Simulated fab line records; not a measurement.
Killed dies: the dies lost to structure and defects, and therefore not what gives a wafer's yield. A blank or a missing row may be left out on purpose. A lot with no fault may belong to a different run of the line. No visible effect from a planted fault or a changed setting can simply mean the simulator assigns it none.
Chamber matching | flow gf180mcu | GF_CONTACT_CMP_27 on cmp-01 has 4 sister chambers
The step polishes, stops on SiO2, t overpolish 15 s, target thk 0 nm. 14 wafers are shown with their chamber, then 7 later ones without.

## WAFERS, EACH WITH ITS CHAMBER
wafer  | chamber | motor-current-A (A) | time-to-endpoint-s (s) | overpolish-run-s (s)
L228.1 | 2       | 11.1                | 72.1                   | 14.988
L228.2 | 0       | 9.5                 | 75.5                   | 15.002
L228.4 | 1       | 10.9                | 71.8                   | 15.000
L232.2 | 0       | 9.8                 | 73.9                   | 14.997
L232.4 | 2       | 11.5                | 72.5                   | 14.977
L232.6 | 2       | 11.7                | 73.3                   | 15.003
L234.1 | 0       | 9.3                 | 75.3                   | 15.008
L234.3 | 3       | 9.8                 | 73.4                   | 14.997
L234.5 | 2       | 11.1                | 72.9                   | 15.009
L242.1 | 3       | 11.0                | 70.4                   | 15.008
L242.4 | 1       | 10.7                | 75.1                   | 15.015
L242.5 | 3       | 9.8                 | 75.9                   | 15.000
L247.2 | 1       | 10.9                | 75.1                   | 14.991
L247.3 | 2       | 11.5                | 70.9                   | 15.007

SIGNATURES (averages over the wafers above)
reading            | chamber 0 | chamber 1 | chamber 2 | chamber 3 | scatter within a chamber
motor-current-A    | 9.533     | 10.833    | 11.380    | 10.200    | 0.374
time-to-endpoint-s | 74.900    | 74.000    | 72.340    | 73.233    | 1.65
overpolish-run-s   | 15.00233  | 15.00200  | 14.99680  | 15.00167  | 0.0109
Rule: distance of a wafer from a chamber = root of the sum over the readings of ((wafer's reading minus chamber's mean) / reading's scatter) squared. If the next closest chamber is less than 2 further off than the closest, the wafer can't be placed; otherwise it belongs to the closest. How the scatter is found: for the shown wafers, subtract from each reading the mean of its chamber, square and add these, divide the total by (wafers less chambers), then take the root.

## WAFERS WITHOUT THEIR CHAMBER
wafer  | motor-current-A (A) | time-to-endpoint-s (s) | overpolish-run-s (s)
L247.4 | 10.2                | 73.3                   | 14.989
L248.1 | 10.6                | 69.1                   | 15.001
L248.2 | 11.0                | 65.1                   | 14.999
L248.6 | 11.9                | 69.5                   | 15.001
L249.1 | 10.5                | 65.9                   | 15.007
L249.2 | 11.6                | 70.3                   | 14.997
L249.4 | 10.5                | 66.3                   | 15.007

## EACH ONE'S CHAMBER
wafer  | from the rows above               | in truth
L247.4 | can't be placed: 3 or 1 or 0      | 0
L248.1 | can't be placed: 3 or 2 or 1 or 0 | 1
L248.2 | can't be placed: 2 or 3 or 1      | 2
L248.6 | can't be placed: 2 or 1           | 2
L249.1 | can't be placed: 3 or 2 or 1 or 0 | 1
L249.2 | can't be placed: 2 or 1           | 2
L249.4 | can't be placed: 3 or 2 or 1 or 0 | 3
Placed correctly: 0 of 7. Can't be placed from these rows: 7 (the true chamber is among the candidates in 7). 0 placed wrongly.
